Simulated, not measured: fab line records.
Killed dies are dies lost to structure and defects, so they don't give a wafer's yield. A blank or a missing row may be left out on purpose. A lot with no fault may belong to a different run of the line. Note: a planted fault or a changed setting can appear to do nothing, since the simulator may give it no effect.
fab line records	flow sfqLine
record lots=7	wafers=21	lastDay=95
route steps=325 shown M2@92 I2@103 M3@118 I3@133 M8@325
lots with no fault: from the same line, run without faults
startH: the number of hours between the record's first day and the start of the first shown wafer of the lot	waitH: hours elapsed since this lot's preceding step	" unchanged from the row above	L1.1+2: one row covering several wafers at once	- no value present, or no start provided	* or withheld: withheld	< > ~ a bound
route shown NAME@n: NAME is a module with steps in the file, n the number in the route of the first one	usual: the fault-free wafers' mean and standard deviation	same: alike in all rows	chamber/n: place in a boat	sites: readings site by site	_std_site: how widely they spread, as a standard deviation	_edge_site: the outer-site mean with the inner-site mean subtracted	radiusMm: for every site, how far away it sits from the centre of the wafer	mask NAME#n: copy n	behind: the most recent tool/chamber to have shaped the wafer	hold: why the lot was held/for how many hours/how that ended	device: names the non-switching transistor (n, p or np)	end of line: at the end of the route, the tests of the same wafers	a step without rows: its recipe alone	killed: dies that structure and defects cost at the first sort, which is not the same as the wafer's yield	map: dies across one wafer; x = killed, . = not, _ = none there
set.NAME: the setting that was run; set.NAME@STEP: the one run at that earlier step	model.NAME: the simulator's own value behind a step, which no gauge read
lots seen at some steps along the route; tables by step, rows by wafer
services: when a tool's chamber went out of use (startH, in hours from the record's first day, below 0 if earlier), for how many hours, and the reason
## steps
# step SFQ_TRILAYER_M2_LITHO_COAT_062
# recipe resist=BARC	spinRpm=3000	resistThkNm=62
# step SFQ_TRILAYER_M2_LITHO_COAT_057
# recipe resist=KrF	spinRpm=3000	resistThkNm=600
# step SFQ_TRILAYER_M2_LITHO_SOFTBAKE_061
# recipe tempC=withheld	timeS=withheld	resist=KrF
# step SFQ_TRILAYER_M2_LITHO_EXPOSE_058
# recipe maskId=M2	na=0.6	sourceShape=conventional	sigmaOuter=0.65	targetCdNm=500	doseMj=14.4
# step SFQ_TRILAYER_M2_LITHO_PEB_060
# recipe pebTempC=115	pebTimeS=60	resist=KrF
# step SFQ_TRILAYER_M2_LITHO_DEVELOP_059
# recipe timeS=60	resist=KrF
# step SFQ_M2_OVL_MEAS_916
# usual M2_OVL=4/5.3
lot.wafer	tool	chamber	startH	waitH	M2_OVL[nm]
L577.1	overlay-01	-	747.70	0.1	5
L577.5	"	-	"	"	-2
L577.6	"	-	"	"	-3
L582.2	overlay-02	-	758.51	0.1	11
L582.5	"	-	"	"	12
L582.6	"	-	"	"	16
L584.1	overlay-01	-	762.10	0.1	6
L584.3	"	-	"	"	4
L584.5	"	-	"	"	9
L586.2	overlay-01	-	765.71	0.1	0
L586.3	"	-	"	"	-2
L586.4	"	-	"	"	-6
L588.1	overlay-01	-	774.49	0.1	-2
L588.3	"	-	"	"	-3
L588.5	"	-	"	"	0
L598.1	overlay-02	-	939.58	0.1	-8
L598.5	"	-	"	"	0
L598.6	"	-	"	"	-5
L599.1	overlay-01	-	952.33	0.1	10
L599.2	"	-	"	"	7
L599.5	"	-	"	"	9
# step SFQ_TRILAYER_M2_BARC_OPEN_METAL_ETCH_077
# recipe maskMaterial=PR	chemistry=O2	targetDepthNm=125	target=BARC	icpW=600	biasW=80	pressureMtorr=10	timeS=41.7
# step SFQ_TRILAYER_M2_ETCH_METAL_ETCH_060
# recipe target=Nb	stopOn=SiO2	maskMaterial=PR	chemistry=Cl2/Ar	targetDepthNm=240	icpW=600	biasW=80	pressureMtorr=10	timeS=120
# usual chamberPressureMTorr=10.001/0.01	drypumpMotorCurrentA=5.7/0.42	oesProductAu=0.897/0.0066
lot.wafer	tool	chamber	startH	waitH	chamberPressureMTorr	drypumpMotorCurrentA	oesProductAu	rfHoursCounterH
L577.1	rieMetal-03	1	747.86	0.1	9.994	5.3	0.905	57
L577.5	"	1	"	"	10.002	5.3	0.901	-
L577.6	"	1	"	"	9.998	5.3	0.892	-
L582.2	rieMetal-03	1	758.70	0.1	10.004	5.3	0.898	-
L582.5	"	1	"	"	10.025	5.3	0.895	-
L582.6	"	1	"	"	9.997	5.3	0.902	-
L584.1	rieMetal-03	1	762.26	0.1	9.998	5.3	0.882	61
L584.3	"	1	"	"	10.013	5.3	0.899	-
L584.5	"	1	"	"	10.024	5.3	0.891	-
L586.2	rieMetal-03	0	765.80	0.0	10.001	5.3	0.902	54
L586.3	"	0	"	"	9.995	5.4	0.892	-
L586.4	"	1	"	"	9.988	5.3	0.900	-
L588.1	rieMetal-03	1	774.58	0.0	9.998	5.3	0.897	63
L588.3	"	1	"	"	9.998	5.3	0.906	-
L588.5	"	0	"	"	10.040	5.3	0.903	-
L598.1	rieMetal-02	0	939.68	0.0	10.002	5.4	0.903	107
L598.5	"	0	"	"	10.012	5.4	0.895	-
L598.6	"	1	"	"	9.988	6.3	0.897	-
L599.1	rieMetal-02	1	952.43	0.0	10.000	6.2	0.894	52
L599.2	"	0	"	"	10.001	5.4	0.886	110
L599.5	"	1	"	"	9.995	6.2	0.895	-
# step SFQ_TRILAYER_M2_STRIP_STRIP_061
# recipe gas=O2	powerW=200	platenTempC=40	overashFraction=0.65	chemistry=O2	pressureMtorr=50
# usual chamberPressureMTorr=49.99/0.045	drypumpMotorCurrentA=5.7/0.42	oesProductAu=1.005/0.0087
lot.wafer	tool	chamber	startH	waitH	chamberPressureMTorr	drypumpMotorCurrentA	oesProductAu	rfHoursCounterH
L577.1	rieMetal-03	1	748.11	0.2	50.02	5.3	1.014	57
L577.5	"	1	"	"	49.96	5.3	1.011	-
L577.6	"	1	"	"	50.09	5.3	1.002	-
L582.2	rieMetal-03	1	759.11	0.4	50.06	5.3	1.009	-
L582.5	"	1	"	"	50.08	5.3	1.009	-
L582.6	"	1	"	"	50.05	5.3	1.002	-
L584.1	rieMetal-03	1	762.51	0.2	49.94	5.3	1.009	61
L584.3	"	1	"	"	50.02	5.3	1.006	-
L584.5	"	1	"	"	49.98	5.3	1.004	-
L586.2	rieMetal-03	0	765.92	0.1	49.99	5.4	1.010	54
L586.3	"	0	"	"	50.00	5.4	1.012	-
L586.4	"	1	"	"	49.96	5.3	1.007	-
L588.1	rieMetal-03	1	774.71	0.1	49.99	5.3	1.005	64
L588.3	"	1	"	"	49.94	5.3	1.002	-
L588.5	"	0	"	"	50.03	5.4	1.014	-
L598.1	rieMetal-02	0	939.80	0.1	49.93	5.4	0.997	108
L598.5	"	0	"	"	49.96	5.4	1.011	-
L598.6	"	1	"	"	49.97	6.2	1.008	-
L599.1	rieMetal-02	1	952.55	0.1	50.04	6.2	1.004	52
L599.2	"	0	"	"	49.97	5.4	1.010	110
L599.5	"	1	"	"	50.04	6.2	1.000	-
# step SFQ_TRILAYER_M2_STRIP_SOLV_CLEAN_062
# recipe chemistry=NMP	tempC=70	timeS=600
# step SFQ_TRILAYER_I2_DEP_PECVD_063
# recipe material=SiO2	tempC=150	timeS=111.11	pressureTorr=2.4	rfW=183.3	precursor=SiH4/N2O	targetThkNm=500
# step SFQ_TRILAYER_I2_CMP_CMP_064
# recipe material=SiO2	downForcePsi=3	platenRpm=60	padVelocityMS=0.94248
# usual motorCurrentA=10.0/0.99	timeToEndpointS=218/9.4
lot.wafer	tool	chamber	startH	waitH	motorCurrentA	timeToEndpointS	model.SiO2_of_TRILAYER_I2_DEP_PECVD_063.thkNm
L577.1	cmp-01	2	750.06	0.5	9.7	205	198.9
L577.5	"	1	751.56	2.0	10.9	229	200.9
L577.6	"	2	"	"	10.2	216	199.5
L582.2	cmp-01	2	761.86	1.5	9.5	202	198.1
L582.5	"	3	"	"	8.9	217	200.2
L582.6	"	0	"	"	11.2	211	199.3
L584.3	cmp-01	3	764.50	0.5	9.0	244	152.1
L584.1	"	1	765.50	1.6	11.0	252	151
L584.5	"	3	766.50	2.5	8.9	255	152
L586.2	cmp-01	2	767.00	0.3	10.1	215	199.2
L586.4	"	3	"	"	9.6	229	200.8
L586.3	"	0	"	"	10.5	264	151.5
L588.3	cmp-01	3	778.70	3.2	8.8	239	151.3
L588.1	"	0	"	"	11.1	247	152.2
L588.5	"	1	"	"	10.8	251	152.5
L598.1	cmp-02	1	1005.93	65.3	9.0	215	199.3
L598.5	"	2	"	"	8.7	225	201.1
L598.6	"	3	"	"	12.2	221	199.5
L599.1	cmp-01	2	1015.13	61.8	10.1	207	197.6
L599.2	"	3	"	"	9.1	209	199.8
L599.5	"	3	1017.63	64.2	9.3	212	198.2
# step SFQ_I2_BOW_MEAS_917
# recipe mode=bow
# usual I2_BOW=3/9.5
lot.wafer	tool	chamber	startH	waitH	I2_BOW[um]
L577.1	filmMetro-03	-	752.56	2.0	6
L577.5	"	-	"	"	4
L577.6	"	-	"	"	11
L582.2	filmMetro-04	-	763.38	1.0	4
L582.5	"	-	"	"	19
L582.6	"	-	"	"	14
L584.1	filmMetro-01	-	767.00	1.0	12
L584.3	"	-	"	"	6
L584.5	"	-	"	"	-4
L586.2	filmMetro-01	-	770.02	2.5	-1
L586.3	"	-	"	"	10
L586.4	"	-	"	"	-4
L588.1	filmMetro-01	-	780.70	1.0	4
L588.3	"	-	"	"	5
L588.5	"	-	"	"	-11
L598.1	filmMetro-04	-	1007.43	1.0	-6
L598.5	"	-	"	"	3
L598.6	"	-	"	"	-2
L599.1	filmMetro-01	-	1018.13	2.5	-16
L599.2	"	-	"	"	-3
L599.5	"	-	"	"	-11
# step SFQ_TRILAYER_I2_METRO_MEASURE_065
# usual thkNm=200.6/1.1
lot.wafer	tool	chamber	startH	waitH	thkNm
L577.1	filmMetro-03	-	752.68	0.1	199.0
L577.5	"	-	"	"	200.9
L577.6	"	-	"	"	199.7
L582.2	filmMetro-04	-	763.68	0.3	198.2
L582.5	"	-	"	"	200.4
L582.6	"	-	"	"	199.3
L584.1	filmMetro-01	-	767.12	0.1	150.9
L584.3	"	-	"	"	152.1
L584.5	"	-	"	"	151.9
L586.2	filmMetro-01	-	770.32	0.3	199.2
L586.3	"	-	"	"	151.6
L586.4	"	-	"	"	200.9
L588.1	filmMetro-01	-	780.82	0.1	152.3
L588.3	"	-	"	"	151.2
L588.5	"	-	"	"	152.4
L598.1	filmMetro-04	-	1007.55	0.1	199.3
L598.5	"	-	"	"	201.0
L598.6	"	-	"	"	199.6
L599.1	filmMetro-01	-	1018.25	0.1	197.8
L599.2	"	-	"	"	199.8
L599.5	"	-	"	"	198.3
# step SFQ_TRILAYER_I2_VIA_LITHO_COAT_072
# recipe resist=BARC	spinRpm=3000	resistThkNm=62
# step SFQ_TRILAYER_I2_VIA_LITHO_COAT_067
# recipe resist=KrF	spinRpm=3000	resistThkNm=650
# step SFQ_TRILAYER_I2_VIA_LITHO_SOFTBAKE_071
# recipe tempC=withheld	timeS=withheld	resist=KrF
# step SFQ_TRILAYER_I2_VIA_LITHO_EXPOSE_068
# recipe maskId=I2	na=0.6	sourceShape=conventional	sigmaOuter=0.65	targetCdNm=500	doseMj=21.3
# step SFQ_TRILAYER_I2_VIA_LITHO_PEB_070
# recipe pebTempC=115	pebTimeS=60	resist=KrF
# step SFQ_TRILAYER_I2_VIA_LITHO_DEVELOP_069
# recipe timeS=60	resist=KrF
# step SFQ_I2_OVL_MEAS_918
# usual I2_OVL=-3/6.1
lot.wafer	tool	chamber	startH	waitH	I2_OVL[nm]
L577.1	overlay-01	-	883.40	0.1	4
L577.5	"	-	"	"	-2
L577.6	"	-	"	"	4
L582.2	overlay-01	-	895.40	0.1	-9
L582.5	"	-	"	"	-10
L582.6	"	-	"	"	-1
L584.1	overlay-02	-	899.00	0.1	-4
L584.3	"	-	"	"	-1
L584.5	"	-	"	"	-7
L586.2	overlay-02	-	903.80	0.1	-2
L586.3	"	-	"	"	-3
L586.4	"	-	"	"	-4
L588.1	overlay-02	-	907.79	0.1	-5
L588.3	"	-	"	"	-9
L588.5	"	-	"	"	-14
L598.1	overlay-02	-	1046.99	0.1	0
L598.5	"	-	"	"	-3
L598.6	"	-	"	"	1
L599.1	overlay-02	-	1049.39	0.1	-1
L599.2	"	-	"	"	-3
L599.5	"	-	"	"	-6
# step SFQ_TRILAYER_I2_VIA_BARC_OPEN_VIA_ETCH_096
# recipe maskMaterial=PR	chemistry=O2	targetDepthNm=125	target=BARC	sourceW=500	biasW=80	pressureMtorr=30	timeS=41.7
# step SFQ_TRILAYER_I2_VIA_ETCH_VIA_ETCH_070
# recipe target=SiO2	stopOn=Nb	maskMaterial=PR	taperDeg=20	chemistry=CHF3	targetDepthNm=260	sourceW=500	biasW=80	pressureMtorr=30	timeS=withheld
# usual chamberPressureMTorr=30.000/0.025	drypumpMotorCurrentA=5.6/0.47	oesProductAu=0.856/0.0055
lot.wafer	tool	chamber	startH	waitH	chamberPressureMTorr	drypumpMotorCurrentA	oesProductAu	model.etch.depthNm	model.I2.featureDepthNm
L577.1	rieDiel-01	3	883.47	0.0	30.011	5.7	0.841	198.9	198.9
L577.5	"	2	"	"	29.965	6.0	0.869	200.9	200.9
L577.6	"	1	"	"	30.008	5.3	0.848	199.5	199.5
L582.2	rieDiel-02	3	895.47	0.0	30.009	6.0	0.854	198.1	198.1
L582.5	"	2	"	"	30.012	5.1	0.855	200.2	200.2
L582.6	"	1	"	"	29.985	5.9	0.847	199.3	199.3
L584.1	rieDiel-04	0	899.07	0.0	29.991	6.6	0.742	151	151
L584.3	"	2	"	"	29.965	4.7	0.739	152.1	152.1
L584.5	"	2	"	"	30.007	4.7	0.745	152	152
L586.2	rieDiel-01	2	903.87	0.0	29.986	6.0	0.856	199.2	199.2
L586.3	"	0	"	"	30.010	5.4	0.736	151.5	151.5
L586.4	"	1	"	"	30.026	5.3	0.858	200.8	200.8
L588.1	rieDiel-01	0	907.86	0.0	30.039	5.4	0.747	152.2	152.2
L588.3	"	1	"	"	29.992	5.3	0.735	151.3	151.3
L588.5	"	3	"	"	30.020	5.7	0.739	152.5	152.5
L598.1	rieDiel-04	2	1047.06	0.0	30.003	4.7	0.847	199.3	199.3
L598.5	"	0	"	"	30.046	6.6	0.855	201.1	201.1
L598.6	"	1	"	"	29.998	5.6	0.852	199.5	199.5
L599.1	rieDiel-02	0	1049.46	0.0	30.013	5.6	0.852	197.6	197.6
L599.2	"	2	"	"	30.009	5.1	0.858	199.8	199.8
L599.5	"	3	"	"	29.973	6.0	0.846	198.2	198.2
# step SFQ_TRILAYER_I2_VIA_STRIP_STRIP_071
# recipe gas=O2	powerW=200	platenTempC=40	overashFraction=0.65	chemistry=O2	pressureMtorr=50
# usual chamberPressureMTorr=50.00/0.041	drypumpMotorCurrentA=5.6/0.36	oesProductAu=1.006/0.0063
lot.wafer	tool	chamber	startH	waitH	chamberPressureMTorr	drypumpMotorCurrentA	oesProductAu	rfHoursCounterH
L577.1	rieMetal-02	0	883.59	-	49.99	5.4	1.015	99
L577.5	"	1	"	"	50.07	6.2	1.004	-
L577.6	"	0	"	"	50.03	5.4	1.008	-
L582.2	rieMetal-02	1	895.59	-	49.88	6.3	1.002	42
L582.5	"	0	"	"	49.93	5.4	1.015	-
L582.6	"	1	"	"	49.99	6.2	0.996	-
L584.1	rieMetal-02	0	899.19	-	50.04	5.4	1.008	101
L584.3	"	1	"	"	50.01	6.3	1.007	-
L584.5	"	1	"	"	49.98	6.2	1.003	-
L586.2	rieMetal-02	1	903.99	-	50.00	6.2	1.001	43
L586.3	"	1	"	"	49.97	6.2	1.010	-
L586.4	"	0	"	"	50.06	5.4	0.999	-
L588.1	rieMetal-03	0	907.97	-	49.92	5.4	1.000	72
L588.3	"	0	"	"	50.00	5.4	1.020	-
L588.5	"	0	"	"	50.00	5.4	1.013	-
L598.1	rieMetal-01	1	1047.17	-	50.08	5.5	1.011	23
L598.5	"	1	"	"	49.97	5.4	1.019	-
L598.6	"	0	"	"	50.03	5.9	1.014	-
L599.1	rieMetal-03	1	1049.57	-	49.98	5.3	0.998	116
L599.2	"	0	"	"	50.02	5.4	1.007	97
L599.5	"	0	"	"	50.02	5.4	1.002	-
# step SFQ_TRILAYER_I2_VIA_STRIP_SOLV_CLEAN_072
# recipe chemistry=NMP	tempC=70	timeS=600
# step SFQ_TRILAYER_M3_DEP_PRE_CLEAN_074
# recipe gas=Ar	timeS=22.5	biasV=250
lot.wafer	tool	chamber	startH	waitH	model.SiO2_of_TRILAYER_I2_DEP_PECVD_063.thkNm
L577.1	pvdSputter-05	-	884.36	0.0	191.4
L577.5	"	-	"	"	193.4
L577.6	"	-	"	"	192
L582.2	pvdSputter-03	-	896.36	0.0	190.6
L582.5	"	-	"	"	192.7
L582.6	"	-	"	"	191.8
L584.1	pvdSputter-06	-	899.96	0.0	143.5
L584.3	"	-	"	"	144.6
L584.5	"	-	"	"	144.5
L586.2	pvdSputter-05	-	904.76	0.0	191.7
L586.3	"	-	"	"	144
L586.4	"	-	"	"	193.3
L588.1	pvdSputter-05	-	908.75	0.0	144.7
L588.3	"	-	"	"	143.8
L588.5	"	-	"	"	145
L598.1	pvdSputter-05	-	1048.15	0.0	191.8
L598.5	"	-	"	"	193.6
L598.6	"	-	"	"	192
L599.1	pvdSputter-06	-	1050.37	0.0	190.1
L599.2	"	-	"	"	192.3
L599.5	"	-	"	"	190.7
# step SFQ_TRILAYER_M3_DEP_SPUTTER_073
# recipe material=Nb	basePressurePa=1.33e-06	chamberPressurePa=0.1333	substrateTempC=20	resputterCathodeVoltageV=400	targetThkNm=200	powerW=2000	timeS=133.3
# step SFQ_M3_RS_MEAS_919
# recipe thkMeasGauge=four-point-probe	reads=Nb_of_TRILAYER_M3_DEP_SPUTTER_073
# usual M3_NB_RS=0.893/0.0093
lot.wafer	tool	chamber	startH	waitH	M3_NB_RS[ohm/sq]
L577.1	filmMetro-03	-	884.48	0.0	0.889
L577.5	"	-	"	"	0.891
L577.6	"	-	"	"	0.905
L582.2	filmMetro-01	-	896.50	0.1	0.889
L582.5	"	-	"	"	0.882
L582.6	"	-	"	"	0.895
L584.1	filmMetro-02	-	900.20	0.1	0.896
L584.3	"	-	"	"	0.900
L584.5	"	-	"	"	0.889
L586.2	filmMetro-03	-	904.90	0.1	0.893
L586.3	"	-	"	"	0.888
L586.4	"	-	"	"	0.895
L588.1	filmMetro-03	-	908.87	0.0	0.908
L588.3	"	-	"	"	0.891
L588.5	"	-	"	"	0.906
L598.1	filmMetro-03	-	1048.27	0.0	0.899
L598.5	"	-	"	"	0.889
L598.6	"	-	"	"	0.887
L599.1	filmMetro-01	-	1050.48	0.0	0.883
L599.2	"	-	"	"	0.878
L599.5	"	-	"	"	0.882
# step SFQ_TRILAYER_M3_LITHO_COAT_080
# recipe resist=BARC	spinRpm=3000	resistThkNm=62
# step SFQ_TRILAYER_M3_LITHO_COAT_075
# recipe resist=KrF	spinRpm=3000	resistThkNm=600
# step SFQ_TRILAYER_M3_LITHO_SOFTBAKE_079
# recipe tempC=withheld	timeS=withheld	resist=KrF
# step SFQ_TRILAYER_M3_LITHO_EXPOSE_076
# recipe maskId=M3	na=0.6	sourceShape=conventional	sigmaOuter=0.65	targetCdNm=500	doseMj=14.4
# step SFQ_TRILAYER_M3_LITHO_PEB_078
# recipe pebTempC=115	pebTimeS=60	resist=KrF
# step SFQ_TRILAYER_M3_LITHO_DEVELOP_077
# recipe timeS=60	resist=KrF
# step SFQ_M3_OVL_MEAS_921
# usual M3_OVL=1/6.4
lot.wafer	tool	chamber	startH	waitH	M3_OVL[nm]
L577.1	overlay-02	-	987.09	0.1	5
L577.5	"	-	"	"	2
L577.6	"	-	"	"	7
L582.2	overlay-02	-	1000.29	0.1	5
L582.5	"	-	"	"	5
L582.6	"	-	"	"	8
L584.1	overlay-02	-	1005.46	0.1	2
L584.3	"	-	"	"	8
L584.5	"	-	"	"	-2
L586.2	overlay-02	-	1010.27	0.1	-14
L586.3	"	-	"	"	-13
L586.4	"	-	"	"	-6
L588.1	overlay-02	-	1014.79	0.1	5
L588.3	"	-	"	"	0
L588.5	"	-	"	"	-1
L598.1	overlay-02	-	1057.79	0.1	-8
L598.5	"	-	"	"	-1
L598.6	"	-	"	"	5
L599.1	overlay-02	-	1058.99	0.1	-1
L599.2	"	-	"	"	-1
L599.5	"	-	"	"	0
# step SFQ_TRILAYER_M3_BARC_OPEN_METAL_ETCH_100
# recipe maskMaterial=PR	chemistry=O2	targetDepthNm=125	target=BARC	icpW=600	biasW=80	pressureMtorr=10	timeS=41.7
# usual chamberPressureMTorr=10.001/0.0094	drypumpMotorCurrentA=5.50/0.25	oesProductAu=0.685/0.0046
lot.wafer	tool	chamber	startH	waitH	chamberPressureMTorr	drypumpMotorCurrentA	oesProductAu	rfHoursCounterH
L577.1	rieMetal-03	1	987.12	0.0	10.010	5.28	0.686	104
L577.5	"	1	"	"	9.998	5.28	0.686	-
L577.6	"	0	"	"	9.995	5.36	0.680	-
L582.2	rieMetal-01	0	1000.32	0.0	10.012	5.93	0.692	134
L582.5	"	1	"	"	10.001	5.46	0.691	-
L582.6	"	0	"	"	10.001	5.88	0.676	-
L584.1	rieMetal-03	0	1005.50	0.0	9.986	5.34	0.686	89
L584.3	"	1	"	"	9.990	5.28	0.676	-
L584.5	"	0	"	"	9.992	5.36	0.684	-
L586.2	rieMetal-01	0	1010.30	0.0	10.004	5.82	0.689	137
L586.3	"	1	"	"	9.996	5.45	0.683	-
L586.4	"	0	"	"	9.996	5.86	0.679	-
L588.1	rieMetal-03	0	1014.82	0.0	10.009	5.36	0.683	90
L588.3	"	0	"	"	9.984	5.37	0.686	-
L588.5	"	1	"	"	9.996	5.27	0.696	-
L598.1	rieMetal-01	0	1057.82	0.0	10.011	5.82	0.680	4
L598.5	"	1	"	"	10.009	5.45	0.676	-
L598.6	"	0	"	"	10.007	5.85	0.679	-
L599.1	rieMetal-03	1	1059.02	0.0	10.006	5.29	0.681	118
L599.2	"	0	"	"	9.989	5.36	0.684	99
L599.5	"	1	"	"	10.000	5.31	0.691	-
# step SFQ_TRILAYER_M3_ETCH_METAL_ETCH_078
# recipe target=Nb	stopOn=SiO2	maskMaterial=PR	chemistry=Cl2/Ar	targetDepthNm=240	icpW=600	biasW=80	pressureMtorr=10	timeS=120
# step SFQ_TRILAYER_M3_STRIP_STRIP_079
# recipe gas=O2	powerW=200	platenTempC=40	overashFraction=0.65	chemistry=O2	pressureMtorr=50
# step SFQ_TRILAYER_M3_STRIP_SOLV_CLEAN_080
# recipe chemistry=NMP	tempC=70	timeS=600
# step SFQ_TRILAYER_I3_DEP_PECVD_081
# recipe material=SiO2	tempC=150	timeS=111.11	pressureTorr=2.4	rfW=183.3	precursor=SiH4/N2O	targetThkNm=500
# usual heaterPowerW=76/18	susceptorTempC=150.00/0.14	throttleValvePct=24.5/1
lot.wafer	tool	chamber	startH	waitH	heaterPowerW	susceptorTempC	throttleValvePct
L577.1	pecvd-03	1	988.10	0.0	94	150.08	22.6
L577.5	"	1	"	"	79	149.73	22.7
L577.6	"	0	"	"	82	150.10	23.2
L582.2	pecvd-03	1	1001.28	0.0	95	150.01	22.9
L582.5	"	1	"	"	95	150.03	22.4
L582.6	"	0	"	"	94	149.77	23.0
L584.1	pecvd-04	1	1006.46	0.0	89	150.13	24.5
L584.3	"	2	"	"	74	150.04	25.2
L584.5	"	1	"	"	93	149.91	24.7
L586.2	pecvd-02	0	1011.26	0.0	56	150.09	25.8
L586.3	"	1	"	"	75	149.96	25.3
L586.4	"	2	"	"	98	149.87	25.3
L588.1	pecvd-03	2	1015.78	0.0	38	149.87	23.4
L588.3	"	0	"	"	94	149.96	22.8
L588.5	"	2	"	"	42	150.04	23.4
L598.1	pecvd-03	0	1058.78	0.0	84	150.05	23.3
L598.5	"	1	"	"	93	150.18	22.9
L598.6	"	2	"	"	36	149.84	23.8
L599.1	pecvd-02	2	1059.98	0.0	90	149.80	25.1
L599.2	"	0	"	"	50	149.89	25.7
L599.5	"	1	"	"	75	150.20	25.4
# step SFQ_M8_BOW_MEAS_951
# recipe mode=bow
# usual M8_BOW=8/12
lot.wafer	tool	chamber	startH	waitH	M8_BOW[um]	model.etest.i2.linkOhm
L577.1	filmMetro-01	-	1910.20	0.0	0	1.95
L577.5	"	-	"	"	-2	1.954
L577.6	"	-	"	"	5	1.987
L582.2	filmMetro-01	-	2090.06	0.0	21	1.958
L582.5	"	-	"	"	38	1.946
L582.6	"	-	"	"	32	1.966
L584.1	filmMetro-03	-	2097.24	0.0	25	1.94
L584.3	"	-	"	"	20	1.944
L584.5	"	-	"	"	10	1.921
L586.2	filmMetro-01	-	2118.86	0.0	0	1.956
L586.3	"	-	"	"	13	1.915
L586.4	"	-	"	"	-1	1.964
L588.1	filmMetro-03	-	2125.15	0.0	0	1.927
L588.3	"	-	"	"	1	1.903
L588.5	"	-	"	"	-13	1.932
L598.1	filmMetro-03	-	2267.83	0.0	14	1.966
L598.5	"	-	"	"	23	1.968
L598.6	"	-	"	"	16	1.951
L599.1	filmMetro-04	-	2271.23	0.0	-14	1.961
L599.2	"	-	"	"	-3	1.964
L599.5	"	-	"	"	-10	1.961
## services
tool	chamber	startH	hours	kind
pecvd-03	2	763.81	12.9	repair
pvdSputter-05	-	776.00	1.2	repair
rieMetal-02	-	790.26	0.8	repair
filmMetro-01	-	791.02	1.8	pm
rieMetal-03	0	819.71	21.8	repair
cmp-01	-	823.33	1.0	repair
rieMetal-01	0	824.17	10.3	repair
rieMetal-02	1	837.73	16.1	repair
cmp-01	-	842.61	0.6	repair
cmp-01	-	867.06	1.4	repair
rieMetal-03	0	867.72	4.5	repair
filmMetro-01	-	869.02	1.1	pm
rieMetal-01	-	879.37	2.8	pm
cmp-01	-	882.94	3.7	repair
rieMetal-02	1	885.18	5.5	repair
rieMetal-01	1	901.27	3.4	repair
filmMetro-01	-	904.24	0.8	pm
cmp-01	-	928.63	4.0	pm
cmp-01	-	938.40	0.4	repair
cmp-01	-	947.41	1.9	repair
cmp-01	-	961.64	2.2	repair
cmp-01	-	979.33	5.3	pm
cmp-01	-	1002.04	1.1	repair
rieMetal-02	-	1053.90	2.8	pm
## key
firstSign step=SFQ_TRILAYER_I2_CMP_CMP_064	reading=timeToEndpointS	direction=up	sigmas=3.4	usual=*	struck=*
effect step=SFQ_TRILAYER_I2_METRO_MEASURE_065	reading=thkNm	direction=down	sigmas=44	usual=200.6	struck=151.8
effect step=SFQ_TRILAYER_I2_VIA_ETCH_VIA_ETCH_070	reading=oesProductAu	direction=down	sigmas=21	usual=0.856	struck=0.741
modelEffect step=SFQ_TRILAYER_I2_CMP_CMP_064	value=SiO2_of_TRILAYER_I2_DEP_PECVD_063.thkNm	without=201.8	struck=151.8
modelEffect step=SFQ_TRILAYER_I2_VIA_ETCH_VIA_ETCH_070	value=etch.depthNm	without=201.8	struck=151.8
modelEffect step=SFQ_TRILAYER_M3_DEP_PRE_CLEAN_074	value=SiO2_of_TRILAYER_I2_DEP_PECVD_063.thkNm	without=194.3	struck=144.3
modelEffect step=SFQ_M8_BOW_MEAS_951	value=etest.i2.linkOhm	without=1.973	struck=1.926
metAt SFQ_TRILAYER_I2_CMP_CMP_064
struckWafers L584.1,L584.3,L584.5,L586.3,L588.1,L588.3,L588.5
fault kind=processParameterDrift	tool=cmp-01	chamber=-	onsetH=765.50	steps=SFQ_TRILAYER_I2_CMP_CMP_064	channel=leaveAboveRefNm	offset=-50	shape=step	endH=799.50	scope=struckWafersOnly	actsIn=theseRecipesOnly	stated=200
